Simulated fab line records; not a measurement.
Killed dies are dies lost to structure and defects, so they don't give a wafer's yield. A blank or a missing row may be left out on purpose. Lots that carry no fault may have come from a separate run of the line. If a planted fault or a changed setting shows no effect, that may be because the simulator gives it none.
Matching of chambers ; flow gf180mcu ; pecvd-04 running GF_V2_CVD_02: 3 sister chambers
The step deposits SiO2 from TEOS, target thk 850 nm, time 94.851 s. 20 wafers are shown with their chamber, then 10 later ones without.

WAFERS PAIRED WITH THEIR CHAMBERS
wafer;chamber;heater_power_w (W);susceptor_temp_C (C)
L076.1;1;667;399.78
L076.3;2;490;399.60
L076.4;2;544;400.01
L077.1;0;706;400.09
L077.3;2;554;400.02
L077.6;2;594;399.82
L078.2;2;587;400.03
L078.3;0;596;400.10
L078.4;0;650;399.62
L079.3;1;672;399.90
L079.5;0;561;399.99
L079.6;1;684;400.11
L082.1;0;614;400.38
L082.2;1;653;400.14
L082.3;1;686;399.96
L085.1;1;700;399.95
L085.4;1;530;399.98
L085.6;0;621;400.01
L088.3;0;701;400.11
L088.4;2;619;400.11

SIGNATURES (means of the wafers above)
reading;chamber 0;chamber 1;chamber 2;scatter within a chamber
heater_power_w;635.57;656.00;564.67;52.9
susceptor_temp_C;400.0429;399.9743;399.9317;0.184
Rule: distance of a wafer from a chamber = root of the sum over the readings of ((wafer's reading minus chamber's mean) / reading's scatter) squared. The wafer belongs to the nearest chamber; if the next one is less than 2 further off, it can't be placed. The scatter is the square root of a quotient: the sum, over the shown wafers, of each reading's squared deviation from its chamber's mean, divided by wafers minus chambers.

WAFERS WITH NO CHAMBER GIVEN
wafer;heater_power_w (W);susceptor_temp_C (C)
L088.6;615;400.36
L089.2;552;400.38
L089.5;567;400.22
L089.6;671;399.81
L094.3;585;399.93
L094.4;657;400.04
L094.5;551;399.68
L095.2;673;399.87
L095.3;636;400.08
L095.4;523;400.01

WHICH CHAMBER EACH ONE RAN IN
wafer;from the rows above;in truth
L088.6;can't be placed: 0 or 1 or 2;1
L089.2;can't be placed: 0 or 2 or 1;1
L089.5;can't be placed: 2 or 0 or 1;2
L089.6;can't be placed: 1 or 0 or 2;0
L094.3;can't be placed: 2 or 0 or 1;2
L094.4;can't be placed: 1 or 0 or 2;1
L094.5;can't be placed: 2 or 0 or 1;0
L095.2;can't be placed: 1 or 0 or 2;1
L095.3;can't be placed: 0 or 1 or 2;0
L095.4;can't be placed: 2 or 0 or 1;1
Correctly placed: 0 of 10. Unplaceable from these rows: 10, with the true chamber sitting among the candidates in 10. Placed wrongly: 0.
